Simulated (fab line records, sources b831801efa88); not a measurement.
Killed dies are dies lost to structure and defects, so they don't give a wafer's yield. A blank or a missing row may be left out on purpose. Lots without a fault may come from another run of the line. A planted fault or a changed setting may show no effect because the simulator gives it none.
fab line records | flow sky130
record lots=6 wafers=18 last_day=50
route steps=708 shown CONTACT@422 METAL1@434
lots that met no fault: from a run of the same line without faults
start_h: hours from the record's first day to the start of the lot's first wafer shown | wait_h: hours since the lot's step before | " the same as in the row above | L1.1+2: a row that stands for several wafers | - no value, or no start given | * or withheld: withheld | < > ~ a bound
route shown NAME@n: a module of which the file shows steps, and the number in the route of the first | usual: mean/standard deviation of fault-free wafers | same: alike in all rows | chamber/n: place in a boat | sites: the reading at each site | _std_site: their standard deviation | _edge_site: outer sites' mean less inner sites' | radius_mm: how far each site lies from the wafer's centre | mask NAME#n: copy n | behind: the tool/chamber that last shaped the wafer | hold: why the lot was held/for how many hours/how that ended | device: the transistor (n, p or np) that didn't switch | end of line: the same wafers' tests at the end of the route | a step without rows: its recipe alone | killed: dies lost to structure and defects at the first sort, not the wafer's yield | map: a wafer's dies, x killed, . not, _ none there
set.NAME: the setting as run; set.NAME@STEP: as run at that earlier step | model.NAME: the simulator's own value behind a step, which no gauge read
lots at some steps of the route; a table a step, a row a wafer
services: from which hour (start_h, from the record's first day; less than 0 if before it) a tool's chamber was out of use, for how many hours, and why
## steps
# step SKY_CONTACT_ETCH_16
# recipe chemistry=N2/H2 target=BARC ion_energy_ev=200 source_w=500 bias_w=100 pressure_mtorr=30 n2_flow_sccm=100 h2_flow_sccm=200 stop_on=SiO2 time_s=45.9 target_depth_a=600
# step SKY_CONTACT_ETCH_17
# recipe target=SiO2 chemistry=C4F8/O2/Ar stop_on=Si3N4 mask_material=KrF-thick source_w=1500 bias_w=1200 pressure_mtorr=40 c4f8_flow_sccm=withheld O2_flow_sccm=6 Ar_flow_sccm=300 time_s=withheld target_depth_a=3400
# step SKY_CONTACT_ETCH_18
# recipe target=Si3N4 chemistry=CHF3/O2 stop_on=TiN source_w=600 bias_w=200 pressure_mtorr=40 chf3_flow_sccm=50 O2_flow_sccm=5 time_s=39 target_depth_a=750
# usual drypump_motor_current_A=5.6/0.49 oes_product_au=0.854/0.007 throttle_valve_pct=8.794/0.0099
# same time_s=39
# columns lot.wafer tool chamber start_h wait_h drypump_motor_current_A oes_product_au rf_hours_counter_h throttle_valve_pct
L490.3 rie_diel-02 3 - - 5.9 0.843 1 8.794
L490.4 " 1 " " 5.3 0.865 14 8.792
L490.5 " 1 " " 5.3 0.856 - 8.800
L496.1 rie_diel-01 0 - - 5.9 0.841 12 8.807
L496.5 " 0 " " 5.9 0.862 - 8.804
L496.6 " 3 " " 5.2 0.854 - 8.792
L497.1 rie_diel-01 1 - - 6.6 0.855 7 8.787
L497.4 " 3 " " 5.2 0.864 15 8.785
L497.5 " 1 " " 6.6 0.851 - 8.776
L498.4 rie_diel-02 1 - - 5.3 0.857 15 8.793
L498.5 " 3 " " 5.9 0.855 - 8.810
L498.6 " 0 " " 5.5 0.854 - 8.797
L507.4 rie_diel-02 1 - - 5.2 0.861 17 8.795
L507.5 " 1 " " 5.3 0.861 - 8.782
L507.6 " 0 " " 5.5 0.862 - 8.787
L508.2 rie_diel-02 0 - - 5.6 0.848 21 8.801
L508.3 " 2 " " 5.7 0.857 10 8.788
L508.5 " 2 " " 5.7 0.865 - 8.784
# step SKY_CONTACT_STRIP_19
# recipe chemistry=O2/N2 power_w=1400 pressure_mtorr=1500 platen_temp_c=withheld o2_flow_sccm=3000 n2_flow_sccm=300 overash_fraction=0.5
# step SKY_CONTACT_STRIP_20
# recipe chemistry=post_etch_residue_remover time_s=1200 temp_c=72.5
# step SKY_CONTACT_CLEAN_21
# recipe chemistry=IPA time_s=180 temp_c=25
# step SKY_CONTACT_CLEAN_22
# recipe chemistry=O3/DIW dry=n2_spin
# step SKY_CONTACT_SPUTTER_23
# recipe material=TiN target_thk_nm=20 chamber_pressure_pa=5 power_w=4000 time_s=80
# usual cathode_dc_power_W=3999.9/0.73 chamber_pressure_pa=5.000/0.0099 throttle_valve_pct=29.9/1
# same time_s=80
# columns lot.wafer tool chamber start_h wait_h cathode_dc_power_W chamber_pressure_pa throttle_valve_pct
L490.3 pvd_sputter-02 - 782.44 0.0 4000.2 4.986 28.8
L490.4 " - " " 3999.1 4.987 29.6
L490.5 " - " " 4000.4 4.994 29.7
L496.1 pvd_sputter-04 - 829.13 0.0 4000.2 5.011 30.0
L496.5 " - " " 4001.4 5.003 29.3
L496.6 " - " " 4000.5 5.017 29.9
L497.1 pvd_sputter-01 - 833.58 0.0 3999.8 4.999 30.5
L497.4 " - " " 3999.7 5.007 31.6
L497.5 " - " " 3999.9 5.001 29.6
L498.4 pvd_sputter-01 - 843.68 0.0 4000.4 4.991 29.9
L498.5 " - " " 3999.3 5.007 30.6
L498.6 " - " " 3999.8 4.992 29.5
L507.4 pvd_sputter-01 - 906.22 0.0 3999.7 4.988 29.6
L507.5 " - " " 4000.1 5.011 30.5
L507.6 " - " " 3998.8 5.001 29.6
L508.2 pvd_sputter-01 - 916.62 0.0 3999.8 5.007 29.6
L508.3 " - " " 3999.5 4.996 31.8
L508.5 " - " " 4000.9 5.015 29.5
# step SKY_CONTACT_CVD_24
# recipe material=W target_thk_nm=340 time_s=102.12 temp_c=400 pressure_torr=40
# usual heater_power_w=836/110 susceptor_temp_C=400.03/0.22
# same time_s=102.12
# columns lot.wafer tool chamber start_h wait_h heater_power_w since_wet_clean_h susceptor_temp_C
L490.3 cvd_w-01 1 782.53 0.1 934 - 399.93
L490.4 " 0 " " 648 - 400.09
L490.5 " 1 " " 931 - 400.11
L496.1 cvd_w-01 0 829.19 0.0 638 925 399.97
L496.5 " 1 " " 941 - 399.91
L496.6 " 0 " " 638 - 399.99
L497.1 cvd_w-01 1 833.64 0.0 963 930 400.16
L497.4 " 1 " " 916 - 400.08
L497.5 " 1 " " 929 - 400.12
L498.4 cvd_w-01 0 843.77 0.1 670 - 399.92
L498.5 " 1 " " 947 - 400.04
L498.6 " 0 " " 643 - 399.89
L507.4 cvd_w-02 0 906.31 0.1 876 - 400.02
L507.5 " 0 " " 864 - 400.00
L507.6 " 1 " " 870 - 399.72
L508.2 cvd_w-02 0 916.68 0.0 880 513 399.88
L508.3 " 1 " " 875 - 399.94
L508.5 " 1 " " 885 - 399.91
# step SKY_CONTACT_RS_MEAS_25
# recipe thk_meas_gauge=four-point-probe reads=W_of_CONTACT_CVD_24+TiN_of_CONTACT_SPUTTER_23
# usual CONTACT_W_RS=0.335/0.0049
# columns lot.wafer tool chamber start_h wait_h CONTACT_W_RS[ohm/sq]
L490.3 film_metro-02 - 782.65 0.1 0.336
L490.4 " - " " 0.329
L490.5 " - " " 0.341
L496.1 film_metro-03 - 829.30 0.1 0.336
L496.5 " - " " 0.339
L496.6 " - " " 0.333
L497.1 film_metro-04 - 833.75 0.1 0.340
L497.4 " - " " 0.339
L497.5 " - " " 0.343
L498.4 film_metro-02 - 843.91 0.1 0.335
L498.5 " - " " 0.343
L498.6 " - " " 0.335
L507.4 film_metro-03 - 906.45 0.1 0.328
L507.5 " - " " 0.330
L507.6 " - " " 0.337
L508.2 film_metro-02 - 916.81 0.1 0.330
L508.3 " - " " 0.338
L508.5 " - " " 0.334
# step SKY_CONTACT_THK_MEAS_26
# recipe thk_meas_gauge=xrf reads=W_of_CONTACT_CVD_24
# usual CONTACT_W_THK=347/6.6
# columns lot.wafer tool chamber start_h wait_h CONTACT_W_THK[nm]
L490.3 film_metro-02 - 782.75 0.1 341
L490.4 " - " " 347
L490.5 " - " " 333
L496.1 film_metro-03 - 829.42 0.1 344
L496.5 " - " " 343
L496.6 " - " " 349
L497.1 film_metro-04 - 833.87 0.1 351
L497.4 " - " " 349
L497.5 " - " " 348
L498.4 film_metro-02 - 844.00 0.1 342
L498.5 " - " " 334
L498.6 " - " " 341
L507.4 film_metro-03 - 906.54 0.1 351
L507.5 " - " " 352
L507.6 " - " " 344
L508.2 film_metro-02 - 916.92 0.1 350
L508.3 " - " " 338
L508.5 " - " " 343
# step SKY_CONTACT_CMP_27
# recipe stop_on=SiO2 t_overpolish_s=15 down_force_psi=3.5 platen_rpm=60 target_thk_nm=0 pad_velocity_m_s=0.94248
# usual motor_current_A=11.2/1.4 overpolish_run_s=15.000/0.0095 retaining_ring_pressure_frac=1.001/0.0049 time_to_endpoint_s=83/3.1
# columns lot.wafer tool chamber start_h wait_h motor_current_A overpolish_run_s retaining_ring_pressure_frac time_to_endpoint_s
L490.4 cmp-02 2 782.79 0.0 11.3 14.995 1.004 80
L490.3 " 3 " " 12.8 14.994 0.996 77
L490.5 " 2 " " 11.0 15.011 0.998 79
L496.1 cmp-01 2 829.63 0.2 11.8 15.011 0.994 82
L496.5 " 3 " " 11.7 15.002 1.003 81
L496.6 " 0 " " 10.6 15.002 1.004 81
L497.4 cmp-02 1 833.98 0.1 11.4 15.008 1.002 82
L497.1 " 2 " " 11.1 15.000 0.994 79
L497.5 " 1 " " 11.8 15.008 0.997 80
L498.4 cmp-02 2 844.03 0.0 10.7 14.998 0.998 83
L498.6 " 2 " " 11.1 14.987 1.000 80
L498.5 " 3 " " 13.4 14.984 0.997 75
L507.4 cmp-01 2 906.72 0.2 11.3 14.998 1.001 89
L507.6 " 3 " " 11.9 15.000 0.992 85
L507.5 " 0 " " 10.7 14.998 0.997 87
L508.2 cmp-02 0 916.97 0.0 8.1 14.994 1.000 86
L508.3 " 1 " " 11.6 15.005 1.004 81
L508.5 " 1 " " 12.4 14.997 1.011 83
# step SKY_METAL1_SPUTTER_00
# recipe material=Ti target_thk_nm=15 power_w=3000 time_s=10 chamber_pressure_pa=0.4
# usual cathode_dc_power_W=3000.0/0.51 chamber_pressure_pa=0.3999/0.00085 throttle_valve_pct=29.8/0.69 time_s=10/0
# columns lot.wafer tool chamber start_h wait_h cathode_dc_power_W chamber_pressure_pa throttle_valve_pct time_s
L490.3 pvd_sputter-04 - 783.09 0.2 3000.4 0.3992 29.2 10
L490.4 " - " " 3000.2 0.3998 30.2 10
L490.5 " - " " 2999.5 0.3987 30.4 10
L496.1 pvd_sputter-01 - 829.78 0.1 - - - -
L496.5 " - " " - - - -
L496.6 " - " " - - - -
L497.1 pvd_sputter-03 - 834.23 0.1 - - - -
L497.4 " - " " - - - -
L497.5 " - " " - - - -
L498.4 pvd_sputter-04 - 844.33 0.2 3000.4 0.3986 28.9 10
L498.5 " - " " 2999.1 0.3998 30.3 10
L498.6 " - " " 3000.3 0.4004 28.7 10
L507.4 pvd_sputter-03 - 906.87 0.1 3000.2 0.4005 29.6 10
L507.5 " - " " 3000.3 0.4010 29.6 10
L507.6 " - " " 3000.0 0.3992 29.6 10
L508.2 pvd_sputter-04 - 917.27 0.2 2999.9 0.4005 30.1 10
L508.3 " - " " 3000.2 0.4008 29.2 10
L508.5 " - " " 3000.1 0.4011 30.1 10
# step SKY_METAL1_SPUTTER_01
# recipe material=TiN target_thk_nm=20 power_w=6500 time_s=16.7 chamber_pressure_pa=0.4
# usual cathode_dc_power_W=6500.0/1.1 chamber_pressure_pa=0.4001/0.00077 throttle_valve_pct=29.8/0.7
# same time_s=16.7
# columns lot.wafer tool chamber start_h wait_h cathode_dc_power_W chamber_pressure_pa throttle_valve_pct
L490.3 pvd_sputter-04 - 783.11 0.0 6501.1 0.3991 29.0
L490.4 " - " " 6498.5 0.4010 30.2
L490.5 " - " " 6500.7 0.4005 30.2
L496.1 pvd_sputter-01 - 829.80 0.0 6500.6 0.3989 29.2
L496.5 " - " " 6500.1 0.4014 29.6
L496.6 " - " " 6500.2 0.4000 30.7
L497.1 pvd_sputter-03 - 834.25 0.0 6500.7 0.4001 29.7
L497.4 " - " " 6498.3 0.3998 29.0
L497.5 " - " " 6499.6 0.4005 30.0
L498.4 pvd_sputter-04 - 844.35 0.0 6498.9 0.4000 29.0
L498.5 " - " " 6499.6 0.4017 30.5
L498.6 " - " " 6502.2 0.3997 28.7
L507.4 pvd_sputter-03 - 906.89 0.0 6500.9 0.3995 29.8
L507.5 " - " " 6499.8 0.4007 29.7
L507.6 " - " " 6499.8 0.4000 29.4
L508.2 pvd_sputter-04 - 917.29 0.0 6500.5 0.3998 30.4
L508.3 " - " " 6501.0 0.4005 29.2
L508.5 " - " " 6501.4 0.4004 30.1
## services
# columns tool chamber start_h hours kind
cmp-02 - 760.24 1.0 repair
pvd_sputter-03 - 774.37 1.2 repair
pvd_sputter-03 - 796.29 2.3 repair
rie_diel-02 1 799.30 3.9 repair
cmp-02 - 808.24 0.7 repair
rie_diel-02 - 844.41 1.1 repair
pvd_sputter-04 - 853.66 4.9 repair
cvd_w-01 - 860.38 0.3 repair
pvd_sputter-01 - 865.90 2.4 repair
pvd_sputter-01 - 876.03 14.1 repair
cvd_w-02 1 881.34 5.5 repair
pvd_sputter-01 - 883.19 3.2 repair
pvd_sputter-04 - 884.17 3.1 repair
rie_diel-02 1 884.44 10.2 repair
rie_diel-01 1 885.17 14.6 repair
rie_diel-01 3 887.79 10.2 repair
pvd_sputter-03 - 892.49 1.0 repair
cmp-01 - 899.73 6.1 pm
cvd_w-01 - 904.09 14.0 pm
cvd_w-01 0 904.09 14.0 vent_cycle
cvd_w-01 1 904.09 14.0 vent_cycle
rie_diel-01 1 904.28 33.7 repair
rie_diel-01 2 908.80 7.6 repair
cmp-01 - 912.00 4.0 pm
## key
first_sign step=SKY_METAL1_SPUTTER_00 reading=tool_record direction=missing
effect none on later readings
met_at SKY_METAL1_SPUTTER_00
struck_wafers L496.1,L496.5,L496.6,L497.1,L497.4,L497.5
later_rows_left_out L496.1,L496.5,L496.6,L497.1,L497.4,L497.5
sort_left_out L496.1,L496.5,L496.6,L497.1,L497.4,L497.5
fault kind=skipped_step_whole tool=pvd_sputter-01,pvd_sputter-03 chamber=- onset_h=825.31 steps=SKY_METAL1_SPUTTER_00 scope=struck_lots_only
# sort_left_out: the simulated sort isn't trusted on such a fault, so these wafers' sort isn't shown, and their yield isn't known
# later_rows_left_out: the simulator's readings of these wafers behind a module that went badly wrong aren't trusted and aren't shown, but for the sort
